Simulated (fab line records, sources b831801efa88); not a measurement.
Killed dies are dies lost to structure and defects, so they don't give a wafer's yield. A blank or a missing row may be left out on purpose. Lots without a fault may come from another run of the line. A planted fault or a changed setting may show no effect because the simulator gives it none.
fab line records | flow gf180mcu
record lots=24 wafers=72 last_day=34
route steps=602 shown M1@318 V2@406 V4@477 MIM@503 V5@561 TOP_METAL@571
lots that met no fault: from a run of the same line without faults
start_h: hours from the record's first day to the start of the lot's first wafer shown | wait_h: hours since the lot's step before | " the same as in the row above | L1.1+2: a row that stands for several wafers | - no value, or no start given | * or withheld: withheld | < > ~ a bound
route shown NAME@n: a module of which the file shows steps, and the number in the route of the first | usual: mean/standard deviation of fault-free wafers | same: alike in all rows | chamber/n: place in a boat | sites: the reading at each site | _std_site: their standard deviation | _edge_site: outer sites' mean less inner sites' | radius_mm: how far each site lies from the wafer's centre | mask NAME#n: copy n | behind: the tool/chamber that last shaped the wafer | hold: why the lot was held/for how many hours/how that ended | device: the transistor (n, p or np) that didn't switch | end of line: the same wafers' tests at the end of the route | a step without rows: its recipe alone | killed: dies lost to structure and defects at the first sort, not the wafer's yield | map: a wafer's dies, x killed, . not, _ none there
set.NAME: the setting as run; set.NAME@STEP: as run at that earlier step | model.NAME: the simulator's own value behind a step, which no gauge read
steps of the route over a sample of lots; a table a step, a row a wafer
services: from which hour (start_h, from the record's first day; less than 0 if before it) a tool's chamber was out of use, for how many hours, and why
## steps
# step GF_M1_SPUTTER_03
# recipe material=Ti target_thk_nm=10 substrate_temp_c=300 chamber_pressure_pa=0.3 power_w=3000 time_s=6.7
# usual cathode_dc_power_W=3000.0/0.48 throttle_valve_pct=29.6/1.2
# columns lot.wafer tool chamber start_h wait_h cathode_dc_power_W throttle_valve_pct
L074.1 pvd_sputter-02 - 361.90 0.0 3000.2 30.9
L074.4 " - " " 2999.9 27.5
L074.6 " - " " 3000.5 27.5
L075.1 pvd_sputter-04 - 372.00 0.0 2999.3 29.9
L075.2 " - " " 3000.3 29.2
L075.4 " - " " 3000.5 29.2
L076.1 pvd_sputter-02 - 372.74 0.0 2999.9 27.4
L076.2 " - " " 3000.3 28.4
L076.4 " - " " 2999.9 29.7
L077.4 pvd_sputter-04 - 389.71 0.0 3000.5 29.7
L077.5 " - " " 3000.1 29.0
L077.6 " - " " 3000.2 30.0
L078.1 pvd_sputter-02 - 405.81 0.0 2999.6 27.4
L078.4 " - " " 2999.9 30.5
L078.5 " - " " 3001.4 29.7
L079.1 pvd_sputter-01 - 419.46 0.0 2999.3 31.9
L079.2 " - " " 2999.6 31.2
L079.3 " - " " 2999.6 30.2
L080.1 pvd_sputter-04 - 420.52 0.0 2999.5 29.1
L080.4 " - " " 3000.2 29.0
L080.5 " - " " 3000.4 29.0
L083.1 pvd_sputter-02 - 452.24 0.0 3000.4 28.8
L083.2 " - " " 3000.1 27.4
L083.3 " - " " 3001.0 29.6
L081.1 pvd_sputter-01 - 452.49 0.0 3000.2 31.2
L081.2 " - " " 2999.7 30.9
L081.3 " - " " 3000.5 29.6
L082.2 pvd_sputter-04 - 453.00 0.0 3000.1 29.7
L082.4 " - " " 3000.4 29.3
L082.6 " - " " 2999.5 29.8
L084.1 pvd_sputter-01 - 472.56 0.0 3000.5 31.7
L084.5 " - " " 2999.9 31.0
L084.6 " - " " 2999.9 29.8
L085.1 pvd_sputter-02 - 476.05 0.0 3000.1 28.6
L085.3 " - " " 3000.1 29.7
L085.5 " - " " 2999.2 27.4
L086.3 pvd_sputter-04 - 476.15 0.0 3000.3 30.0
L086.5 " - " " 3000.0 29.3
L086.6 " - " " 3000.2 29.5
L088.1 pvd_sputter-04 - 484.14 0.0 3000.0 29.7
L088.4 " - " " 2999.7 29.3
L088.5 " - " " 3000.3 29.9
L087.2 pvd_sputter-02 - 485.70 0.0 3000.5 28.5
L087.3 " - " " 2999.1 30.0
L087.5 " - " " 2999.9 28.6
L091.4 pvd_sputter-04 - 502.61 0.0 2999.7 29.3
L091.5 " - " " 2999.2 28.9
L091.6 " - " " 3000.5 29.6
L089.1 pvd_sputter-02 - 507.85 0.0 3000.5 28.6
L089.3 " - " " 3000.4 30.6
L089.5 " - " " 2999.4 28.8
L090.3 pvd_sputter-01 - 508.15 0.0 2999.6 29.6
L090.4 " - " " 2999.4 31.7
L090.5 " - " " 2999.2 31.3
L092.4 pvd_sputter-02 - 515.44 0.0 2999.4 30.9
L092.5 " - " " 2999.1 28.6
L092.6 " - " " 2999.7 30.7
L093.2 pvd_sputter-02 - 523.75 0.0 2999.8 30.6
L093.3 " - " " 3000.3 27.3
L093.5 " - " " 3000.4 30.5
L094.1 pvd_sputter-02 - 525.25 0.0 2999.9 27.2
L094.5 " - " " 3000.4 27.2
L094.6 " - " " 2999.5 30.6
L095.4 pvd_sputter-04 - 534.95 0.0 2999.4 29.7
L095.5 " - " " 3000.0 29.4
L095.6 " - " " 2999.5 29.1
L096.1 pvd_sputter-01 - 541.82 0.0 3000.6 29.5
L096.3 " - " " 3000.1 31.9
L096.4 " - " " 3000.3 30.6
L097.2 pvd_sputter-01 - 551.59 0.0 2999.8 32.0
L097.3 " - " " 3000.1 29.5
L097.5 " - " " 2999.1 30.8
# step GF_V2_RS_MEAS_24
# recipe thk_meas_gauge=four-point-probe reads=W_of_V2_CVD_23+TiN_of_V2_SPUTTER_22+Ti_of_V2_SPUTTER_21
# usual V2_W_RS=0.327/0.0066
# columns lot.wafer tool chamber start_h wait_h V2_W_RS[ohm/sq]
L074.1 film_metro-02 - 461.61 0.2 0.324
L074.4 " - " " 0.323
L074.6 " - " " 0.324
L075.1 film_metro-03 - 471.62 0.1 0.308
L075.2 " - " " 0.323
L075.4 " - " " 0.314
L076.1 film_metro-02 - 473.18 0.1 0.324
L076.2 " - " " 0.327
L076.4 " - " " 0.324
L077.4 film_metro-03 - 490.11 0.1 0.325
L077.5 " - " " 0.328
L077.6 " - " " 0.316
L078.1 film_metro-03 - 506.82 0.2 0.328
L078.4 " - " " 0.325
L078.5 " - " " 0.315
L079.1 film_metro-03 - 520.79 0.2 0.328
L079.2 " - " " 0.328
L079.3 " - " " 0.327
L080.1 film_metro-03 - 521.74 0.2 0.327
L080.4 " - " " 0.326
L080.5 " - " " 0.325
L083.1 film_metro-01 - 551.07 0.1 0.330
L083.2 " - " " 0.334
L083.3 " - " " 0.331
L081.1 film_metro-02 - 552.11 0.1 0.329
L081.2 " - " " 0.318
L081.3 " - " " 0.317
L082.2 film_metro-02 - 552.99 0.1 0.327
L082.4 " - " " 0.327
L082.6 " - " " 0.326
L084.1 film_metro-01 - 569.72 0.1 0.315
L084.5 " - " " 0.327
L084.6 " - " " 0.318
L085.1 film_metro-02 - 572.11 0.1 0.332
L085.3 " - " " 0.331
L085.5 " - " " 0.335
L086.3 film_metro-01 - 572.71 0.1 0.321
L086.5 " - " " 0.333
L086.6 " - " " 0.321
L088.1 film_metro-03 - 579.61 0.1 0.327
L088.4 " - " " 0.327
L088.5 " - " " 0.330
L087.2 film_metro-01 - 581.29 0.1 0.332
L087.3 " - " " 0.336
L087.5 " - " " 0.334
L091.4 film_metro-03 - 597.01 0.1 0.333
L091.5 " - " " 0.330
L091.6 " - " " 0.328
L089.1 film_metro-01 - 601.41 0.1 0.313
L089.3 " - " " 0.333
L089.5 " - " " 0.329
L090.3 film_metro-02 - 601.82 0.1 0.328
L090.4 " - " " 0.330
L090.5 " - " " 0.331
L092.4 film_metro-03 - 608.06 0.1 0.329
L092.5 " - " " 0.330
L092.6 " - " " 0.335
L093.2 film_metro-01 - 615.19 0.2 0.312
L093.3 " - " " 0.314
L093.5 " - " " 0.314
L094.1 film_metro-01 - 616.33 0.1 0.331
L094.5 " - " " 0.332
L094.6 " - " " 0.331
L095.4 film_metro-03 - 625.22 0.1 0.331
L095.5 " - " " 0.333
L095.6 " - " " 0.319
L096.1 film_metro-01 - 630.56 0.1 0.329
L096.3 " - " " 0.332
L096.4 " - " " 0.328
L097.2 film_metro-01 - 639.38 0.1 0.331
L097.3 " - " " 0.333
L097.5 " - " " 0.332
# step GF_V4_THK_MEAS_01
# recipe reads=SiO2_of_V4_CVD_00
# usual V4_CVD_00_THK=600/6.3
# columns lot.wafer tool chamber start_h wait_h V4_CVD_00_THK[nm]
L074.1 film_metro-03 - 536.63 0.0 594
L074.4 " - " " 602
L074.6 " - " " 599
L075.1 film_metro-01 - 544.67 0.0 590
L075.2 " - " " 611
L075.4 " - " " 597
L076.1 film_metro-02 - 547.00 0.0 599
L076.2 " - " " 610
L076.4 " - " " 612
L077.4 film_metro-03 - 562.45 0.0 604
L077.5 " - " " 601
L077.6 " - " " 597
L078.1 film_metro-03 - 578.43 0.0 605
L078.4 " - " " 593
L078.5 " - " " 605
L079.1 film_metro-02 - 589.87 0.0 606
L079.2 " - " " 597
L079.3 " - " " 589
L080.1 film_metro-03 - 590.67 0.0 604
L080.4 " - " " 601
L080.5 " - " " 605
L083.1 film_metro-01 - 618.97 0.0 602
L083.2 " - " " 600
L083.3 " - " " 598
L081.1 film_metro-01 - 620.34 0.0 606
L081.2 " - " " 597
L081.3 " - " " 606
L082.2 film_metro-02 - 620.69 0.0 597
L082.4 " - " " 600
L082.6 " - " " 602
L084.1 film_metro-01 - 634.73 0.0 603
L084.5 " - " " 606
L084.6 " - " " 603
L085.1 film_metro-03 - 639.07 0.0 595
L085.3 " - " " 603
L085.5 " - " " 606
L086.3 film_metro-01 - 639.25 0.1 597
L086.5 " - " " 605
L086.6 " - " " 603
L088.1 film_metro-02 - 645.86 0.0 604
L088.4 " - " " 606
L088.5 " - " " 609
L087.2 film_metro-03 - 646.09 0.0 594
L087.3 " - " " 589
L087.5 " - " " 602
L091.4 film_metro-02 - 660.83 0.0 604
L091.5 " - " " 596
L091.6 " - " " 600
L089.1 film_metro-02 - 664.97 0.0 604
L089.3 " - " " 592
L089.5 " - " " 606
L090.3 film_metro-03 - 665.25 0.1 600
L090.4 " - " " 600
L090.5 " - " " 601
L092.4 film_metro-03 - 671.10 0.0 602
L092.5 " - " " 603
L092.6 " - " " 610
L093.2 film_metro-02 - 677.31 0.0 607
L093.3 " - " " 587
L093.5 " - " " 595
L094.1 film_metro-03 - 679.59 0.0 589
L094.5 " - " " 596
L094.6 " - " " 593
L095.4 film_metro-01 - 687.08 0.0 588
L095.5 " - " " 591
L095.6 " - " " 606
L096.1 film_metro-02 - 692.24 0.0 602
L096.3 " - " " 602
L096.4 " - " " 602
L097.2 film_metro-01 - 700.41 0.0 612
L097.3 " - " " 601
L097.5 " - " " 607
# step GF_MIM_SPUTTER_00
# recipe material=Ti target_thk_nm=37.5 arriving_ion_energy_ev=80 substrate_temp_c=200 chamber_pressure_pa=2 power_w=4000 time_s=150
# usual cathode_dc_power_W=4000.0/0.65 throttle_valve_pct=29.7/1.2
# columns lot.wafer tool chamber start_h wait_h cathode_dc_power_W throttle_valve_pct
L074.1 pvd_sputter-02 - 560.69 0.1 4000.2 30.7
L074.4 " - " " 3999.5 27.7
L074.6 " - " " 3999.6 30.1
L075.1 pvd_sputter-02 - 568.95 0.2 4000.7 28.6
L075.2 " - " " 4000.1 29.8
L075.4 " - " " 4001.1 30.7
L076.1 pvd_sputter-04 - 571.69 0.2 3999.7 29.7
L076.2 " - " " 4000.0 28.8
L076.4 " - " " 3999.6 29.9
L077.4 pvd_sputter-02 - 585.76 0.1 4000.6 29.7
L077.5 " - " " 3999.4 27.3
L077.6 " - " " 4000.6 30.0
L078.1 pvd_sputter-02 - 601.31 0.1 3999.6 30.6
L078.4 " - " " 3999.3 27.2
L078.5 " - " " 3999.4 30.5
L079.1 pvd_sputter-02 - 611.94 0.2 4000.7 28.6
L079.2 " - " " 3998.7 27.4
L079.3 " - " " 4000.4 30.5
L080.1 pvd_sputter-04 - 612.17 0.1 4000.3 29.5
L080.4 " - " " 4000.4 29.0
L080.5 " - " " 4000.1 28.8
L083.1 pvd_sputter-01 - 640.81 0.2 4000.2 30.6
L083.2 " - " " 3999.8 31.9
L083.3 " - " " 4000.7 29.5
L081.1 pvd_sputter-02 - 641.57 0.1 3999.8 30.3
L081.2 " - " " 3999.4 28.5
L081.3 " - " " 4001.0 29.5
L082.2 pvd_sputter-02 - 642.19 0.1 4000.0 28.5
L082.4 " - " " 4000.5 29.8
L082.6 " - " " 3999.3 30.6
L084.1 pvd_sputter-02 - 655.88 0.1 4000.9 27.3
L084.5 " - " " 3999.2 29.9
L084.6 " - " " 3998.8 27.1
L085.1 pvd_sputter-02 - 660.48 0.2 3999.3 30.1
L085.3 " - " " 3999.9 27.5
L085.5 " - " " 3999.8 27.6
L086.3 pvd_sputter-02 - 660.93 0.1 3999.0 30.9
L086.5 " - " " 3999.3 28.6
L086.6 " - " " 4000.5 27.4
L088.1 pvd_sputter-01 - 667.39 0.1 4000.2 31.1
L088.4 " - " " 3999.9 29.8
L088.5 " - " " 3999.7 29.7
L087.2 pvd_sputter-02 - 667.74 0.1 3999.6 27.3
L087.3 " - " " 4000.1 28.6
L087.5 " - " " 4000.1 27.7
L091.4 pvd_sputter-04 - 682.68 0.2 4000.3 29.7
L091.5 " - " " 3999.3 29.8
L091.6 " - " " 3998.7 29.3
L089.1 pvd_sputter-01 - 685.78 0.1 3999.1 30.7
L089.3 " - " " 4000.6 31.4
L089.5 " - " " 4000.0 31.6
L090.3 pvd_sputter-04 - 686.70 0.1 4001.3 29.8
L090.4 " - " " 3999.6 29.2
L090.5 " - " " 3999.2 29.3
L092.4 pvd_sputter-01 - 691.89 0.2 4000.2 30.6
L092.5 " - " " 3999.6 31.5
L092.6 " - " " 4000.1 31.8
L093.2 pvd_sputter-01 - 697.50 0.1 3999.0 30.6
L093.3 " - " " 4000.6 31.2
L093.5 " - " " 3999.5 29.4
L094.1 pvd_sputter-04 - 700.23 0.1 3999.9 29.8
L094.5 " - " " 3999.4 28.8
L094.6 " - " " 3999.2 29.6
L095.4 pvd_sputter-04 - 708.08 0.2 3999.2 29.1
L095.5 " - " " 4000.3 29.2
L095.6 " - " " 3999.7 29.7
L096.1 pvd_sputter-04 - 712.90 0.1 3998.7 28.9
L096.3 " - " " 4000.4 30.2
L096.4 " - " " 4000.7 29.2
L097.2 pvd_sputter-01 - 720.00 0.2 4000.5 29.9
L097.3 " - " " 4000.2 31.0
L097.5 " - " " 4000.1 31.7
# step GF_V5_SPUTTER_21
# recipe material=Ti target_thk_nm=15 chamber_pressure_pa=5 power_w=2500 substrate_temp_c=200 time_s=80.02
# usual cathode_dc_power_W=2500.0/0.42 throttle_valve_pct=29.8/1.3
# columns lot.wafer tool chamber start_h wait_h cathode_dc_power_W throttle_valve_pct
L074.1 pvd_sputter-02 - 626.06 0.0 2500.3 30.1
L074.4 " - " " 2499.5 30.1
L074.6 " - " " 2499.6 30.3
L075.1 pvd_sputter-01 - 633.33 0.0 2500.0 31.4
L075.2 " - " " 2499.9 31.9
L075.4 " - " " 2499.3 31.7
L076.1 pvd_sputter-03 - 634.47 0.0 2500.6 29.9
L076.2 " - " " 2500.1 29.9
L076.4 " - " " 2500.0 29.9
L077.4 pvd_sputter-02 - 648.18 0.0 2499.6 30.0
L077.5 " - " " 2500.5 27.3
L077.6 " - " " 2500.1 29.9
L078.1 pvd_sputter-02 - 662.78 0.0 2500.5 30.8
L078.4 " - " " 2499.8 28.5
L078.5 " - " " 2500.2 28.6
L079.1 pvd_sputter-02 - 673.44 0.0 2500.6 29.8
L079.2 " - " " 2499.5 27.4
L079.3 " - " " 2499.5 30.8
L080.1 pvd_sputter-02 - 674.24 0.0 2499.9 30.7
L080.4 " - " " 2499.8 29.7
L080.5 " - " " 2499.7 27.4
L083.1 pvd_sputter-01 - 700.24 0.0 2500.5 31.1
L083.2 " - " " 2500.4 29.5
L083.3 " - " " 2499.4 32.1
L081.1 pvd_sputter-03 - 700.60 0.0 2499.4 29.8
L081.2 " - " " 2499.7 30.2
L081.3 " - " " 2500.6 31.2
L082.2 pvd_sputter-02 - 701.73 0.0 2500.1 29.8
L082.4 " - " " 2499.0 28.6
L082.6 " - " " 2500.5 29.9
L084.1 pvd_sputter-01 - 714.98 0.0 2500.0 30.6
L084.5 " - " " 2500.3 31.0
L084.6 " - " " 2500.4 31.9
L085.1 pvd_sputter-03 - 718.52 0.0 2499.8 29.6
L085.3 " - " " 2500.1 31.4
L085.5 " - " " 2500.0 29.9
L086.3 pvd_sputter-02 - 719.86 0.0 2500.1 27.4
L086.5 " - " " 2499.6 29.9
L086.6 " - " " 2499.7 27.3
L088.1 pvd_sputter-03 - 725.92 0.0 2499.4 31.1
L088.4 " - " " 2500.5 29.8
L088.5 " - " " 2500.4 30.0
L087.2 pvd_sputter-02 - 726.62 0.0 2500.4 27.4
L087.3 " - " " 2500.3 29.9
L087.5 " - " " 2500.7 27.6
L091.4 pvd_sputter-01 - 740.70 0.0 2499.8 31.0
L091.5 " - " " 2500.1 29.4
L091.6 " - " " 2499.8 30.8
L089.1 pvd_sputter-02 - 743.03 0.0 2499.6 27.6
L089.3 " - " " 2500.1 30.6
L089.5 " - " " 2500.4 30.6
L090.3 pvd_sputter-01 - 743.38 0.0 2499.3 32.0
L090.4 " - " " 2500.1 30.6
L090.5 " - " " 2500.5 29.6
L092.4 pvd_sputter-02 - 748.07 0.0 2500.1 28.6
L092.5 " - " " 2499.8 27.5
L092.6 " - " " 2500.4 31.0
L093.2 pvd_sputter-03 - 752.06 0.0 2500.4 29.8
L093.3 " - " " 2500.3 30.0
L093.5 " - " " 2500.2 30.0
L094.1 pvd_sputter-01 - 755.31 0.0 2500.4 31.1
L094.5 " - " " 2499.6 31.7
L094.6 " - " " 2500.0 30.6
L095.4 pvd_sputter-02 - 763.65 0.0 2499.3 29.9
L095.5 " - " " 2500.5 29.9
L095.6 " - " " 2500.1 27.2
L096.1 pvd_sputter-03 - 767.34 0.0 2499.6 30.1
L096.3 " - " " 2500.1 30.0
L096.4 " - " " 2500.6 30.0
L097.2 pvd_sputter-02 - 773.30 0.0 2499.0 30.5
L097.3 " - " " 2499.6 29.6
L097.5 " - " " 2499.6 30.0
# step GF_TOP_METAL_SPUTTER_04
# recipe material=TiN target_thk_nm=25 power_w=6500 time_s=20.8 chamber_pressure_pa=0.4
# usual cathode_dc_power_W=6500.2/1.2 throttle_valve_pct=29.6/0.83
# columns lot.wafer tool chamber start_h wait_h cathode_dc_power_W throttle_valve_pct
L074.1 pvd_sputter-04 - 626.94 0.0 6498.4 29.4
L074.4 " - " " 6500.6 29.2
L074.6 " - " " 6499.6 30.0
L075.1 pvd_sputter-04 - 634.23 0.0 6501.1 29.0
L075.2 " - " " 6503.6 29.8
L075.4 " - " " 6500.8 29.1
L076.1 pvd_sputter-02 - 635.36 0.0 6498.6 29.8
L076.2 " - " " 6499.5 30.4
L076.4 " - " " 6500.8 30.6
L077.4 pvd_sputter-04 - 649.07 0.0 6500.7 29.1
L077.5 " - " " 6503.2 29.7
L077.6 " - " " 6500.4 29.0
L078.1 pvd_sputter-03 - 663.68 0.0 6499.3 29.9
L078.4 " - " " 6499.1 31.1
L078.5 " - " " 6501.1 29.8
L079.1 pvd_sputter-03 - 674.34 0.0 6501.5 29.9
L079.2 " - " " 6500.4 31.0
L079.3 " - " " 6500.8 29.8
L080.1 pvd_sputter-02 - 675.12 0.0 6499.6 27.6
L080.4 " - " " 6500.7 29.7
L080.5 " - " " 6500.1 30.6
L083.1 pvd_sputter-04 - 701.33 0.0 6499.2 29.6
L083.2 " - " " 6500.3 29.0
L083.3 " - " " 6499.7 29.1
L081.1 pvd_sputter-02 - 701.63 0.0 6503.1 29.6
L081.2 " - " " 6500.7 30.8
L081.3 " - " " 6501.3 27.6
L082.2 pvd_sputter-02 - 702.61 0.0 6500.6 27.3
L082.4 " - " " 6499.1 28.6
L082.6 " - " " 6501.3 30.4
L084.1 pvd_sputter-04 - 715.87 0.0 6498.5 28.8
L084.5 " - " " 6500.3 29.3
L084.6 " - " " 6498.7 28.9
L085.1 pvd_sputter-04 - 719.41 0.0 6500.4 29.7
L085.3 " - " " 6501.2 29.4
L085.5 " - " " 6500.0 29.6
L086.3 pvd_sputter-03 - 720.75 0.0 6500.8 30.0
L086.5 " - " " 6501.2 30.9
L086.6 " - " " 6500.2 29.7
L088.1 pvd_sputter-04 - 726.81 0.0 6500.0 29.0
L088.4 " - " " 6499.3 29.9
L088.5 " - " " 6499.9 29.8
L087.2 pvd_sputter-03 - 727.51 0.0 6502.0 30.0
L087.3 " - " " 6500.6 30.0
L087.5 " - " " 6499.4 31.2
L091.4 pvd_sputter-04 - 741.79 0.0 6500.7 29.3
L091.5 " - " " 6498.6 29.0
L091.6 " - " " 6500.8 29.5
L089.1 pvd_sputter-04 - 744.03 0.0 6500.3 29.1
L089.3 " - " " 6501.5 29.2
L089.5 " - " " 6498.8 29.2
L090.3 pvd_sputter-02 - 744.27 0.0 6500.1 28.9
L090.4 " - " " 6500.9 28.5
L090.5 " - " " 6501.1 27.2
L092.4 pvd_sputter-03 - 749.18 0.0 6499.5 29.9
L092.5 " - " " 6498.7 29.7
L092.6 " - " " 6500.9 30.1
L093.2 pvd_sputter-02 - 753.06 0.0 6498.8 28.4
L093.3 " - " " 6501.6 27.5
L093.5 " - " " 6500.8 27.4
L094.1 pvd_sputter-03 - 756.19 0.0 6499.0 29.7
L094.5 " - " " 6499.7 29.9
L094.6 " - " " 6501.4 29.9
L095.4 pvd_sputter-04 - 764.53 0.0 6500.2 28.9
L095.5 " - " " 6501.2 29.9
L095.6 " - " " 6500.8 29.1
L096.1 pvd_sputter-03 - 768.23 0.0 6501.8 30.2
L096.3 " - " " 6499.9 30.0
L096.4 " - " " 6499.6 29.7
L097.2 pvd_sputter-04 - 774.18 0.0 6499.7 29.6
L097.3 " - " " 6499.4 29.2
L097.5 " - " " 6499.9 29.4
## services
# columns tool chamber start_h hours kind
pvd_sputter-02 2 361.96 - consumable_replace:kit
pvd_sputter-02 2 361.96 18.0 scheduled_down
pvd_sputter-02 2 361.96 18.0 vent_cycle
pvd_sputter-01 - 397.21 1.4 repair
pvd_sputter-01 - 407.18 3.0 repair
pvd_sputter-01 - 414.30 1.8 repair
pvd_sputter-03 - 512.25 1.0 repair
pvd_sputter-02 1 515.50 - consumable_replace:kit
pvd_sputter-02 1 515.50 18.0 scheduled_down
pvd_sputter-02 1 515.50 18.0 vent_cycle
pvd_sputter-03 - 519.83 20.9 repair
pvd_sputter-04 - 522.68 4.2 repair
pvd_sputter-04 - 590.77 3.4 repair
pvd_sputter-02 - 592.20 4.6 repair
pvd_sputter-02 - 605.02 3.2 repair
pvd_sputter-02 0 624.66 - consumable_replace:kit
pvd_sputter-02 0 624.66 18.0 scheduled_down
pvd_sputter-02 0 624.66 18.0 vent_cycle
pvd_sputter-03 - 665.66 4.7 repair
pvd_sputter-03 - 671.52 2.2 repair
pvd_sputter-03 - 701.04 1.0 repair
pvd_sputter-01 - 743.63 3.3 repair
pvd_sputter-04 - 749.45 1.4 repair
pvd_sputter-01 - 762.18 2.0 repair
## key
fault none
